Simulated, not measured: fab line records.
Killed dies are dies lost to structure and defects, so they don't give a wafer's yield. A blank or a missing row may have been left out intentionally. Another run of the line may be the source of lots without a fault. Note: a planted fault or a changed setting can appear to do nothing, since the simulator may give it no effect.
Problem report in the 8D (eight disciplines) form, filled by code / flow sky130 / the parts of the form that need people (team, actions taken, sign-off) are left out

== 1. THE ISSUE ==
oesProductAu at SKY_POLY_CUT_ETCH_11 reads a mean of 0.799 a.u. on 2 wafers of 2 lots; wafers without a fault read 0.829 a.u. with a standard deviation of 0.006. That puts it -5.0 standard deviations away from the usual mean.
The step: etches Si3N4 in CF4/CH2F2/Ar, stops on poly-Si, time 42.5 s, target depth 60 nm.
Seen first at day 29 05:59 on rieDiel-03, wafer L781.2. The record holds 33 wafers of 11 lots with a number at this step. Rule for "out", or "out of limits": more than 4 standard deviations from the usual mean. The other wafers with a number count as sound.

== 2. WHAT IT IS, AND WHAT IT ISN'T ==
question=which readings at this step | is=oesProductAu | is not=drypumpMotorCurrentA, rfFwdPowerW
question=which lots | is=L781, L785 | is not=L769, L770, L771, L773, L774, L775, L776, L777, L778
question=which wafers of those lots | is=L781.2, L785.3 | is not=L781.3, L781.5, L785.4, L785.5
question=read on which tools | is=rieDiel-03 | is not=rieDiel-01, rieDiel-04
question=when | is=from day 29 05:59 | is not=up to then (29 sound wafers); but 2 sound wafers of L785 came after

== 3. SUSPECTS, AND WHAT RULES EACH OUT ==
Counting: if a tool at a process step up to the reading ran every lot that is out, it stays a suspect. Sound lots after the first of them don't rule it out here, since some wafers of a struck lot are sound.
- rieDiel-01 at SKY_SPACER_ETCHBACK_02 (etches Si3N4 in CH3F/O2, stops on SiO2, time 46.7 s, target depth 45 nm): kept. It ran every lot that is out, first L781 (day 28 01:04); its last sound lot up to then is L777 (day 26 20:55).
- rieDiel-03 at SKY_POLY_CUT_ETCH_11 (etches Si3N4 in CF4/CH2F2/Ar, stops on poly-Si, time 42.5 s, target depth 60 nm): kept. It ran every lot that is out, first L781 (day 29 05:59); its last sound lot up to then is L778 (day 28 05:05). Out on those wafers are its own readings of oesProductAu.
- rieDiel-01, SKY_SPACER_ETCHBACK_02: wafers that are out in chamber 0, sound lot-mates in chambers 1, 2, 3.
What counting leaves: rieDiel-01 at SKY_SPACER_ETCHBACK_02 and rieDiel-03 at SKY_POLY_CUT_ETCH_11.

== 4. THE CAUSE (what the simulator had put in) ==
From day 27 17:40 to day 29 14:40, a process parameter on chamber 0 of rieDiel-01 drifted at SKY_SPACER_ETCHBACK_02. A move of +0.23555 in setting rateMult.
Counting leaves 2 suspects; this tool is one of them.

== 5. SEQUENCE OF EFFECTS, ordered by route ==
Rows list readings where the struck wafers' mean (over those with a number) sits beyond 3 standard deviations from the usual. Only readings whose record carries a usual standard deviation are examined. hours: median over the lots of the time between each lot's start at the first step of this table that gives one and its start at this step. sigmas: the change, counted in usual standard deviations.
hours=0; step=SKY_POLY_CUT_ETCH_11; reading=oesProductAu; usual=0.829 a.u.; on struck wafers=0.799; change=-0.030; sigmas=-5.0
Process steps it contains:
- SKY_POLY_CUT_ETCH_11: etches Si3N4 in CF4/CH2F2/Ar, stops on poly-Si, time 42.5 s, target depth 60 nm.
Later steps that measure or inspect, where all struck wafers having a row at the step show a number for every such reading and not one has moved that far: SKY_LI_CONTACT_BOW_MEAS_03, SKY_LI_CONTACT_RS_MEAS_22.

== 6. WHAT WOULD HAVE CAUGHT IT SOONER ==
The fault began at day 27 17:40; the first out-of-limits reading in this record came at day 29 05:59, 36 hours later.
Tool readings at SKY_SPACER_ETCHBACK_02 with a usual standard deviation given in the record: none out on any struck wafer, hence no alarm at a limit of 4 standard deviations on them.
Of the lots that are out (2), L785 began SKY_SPACER_ETCHBACK_02 on rieDiel-01 after day 29 05:59. It would have been spared by a hold on the tool at that moment.
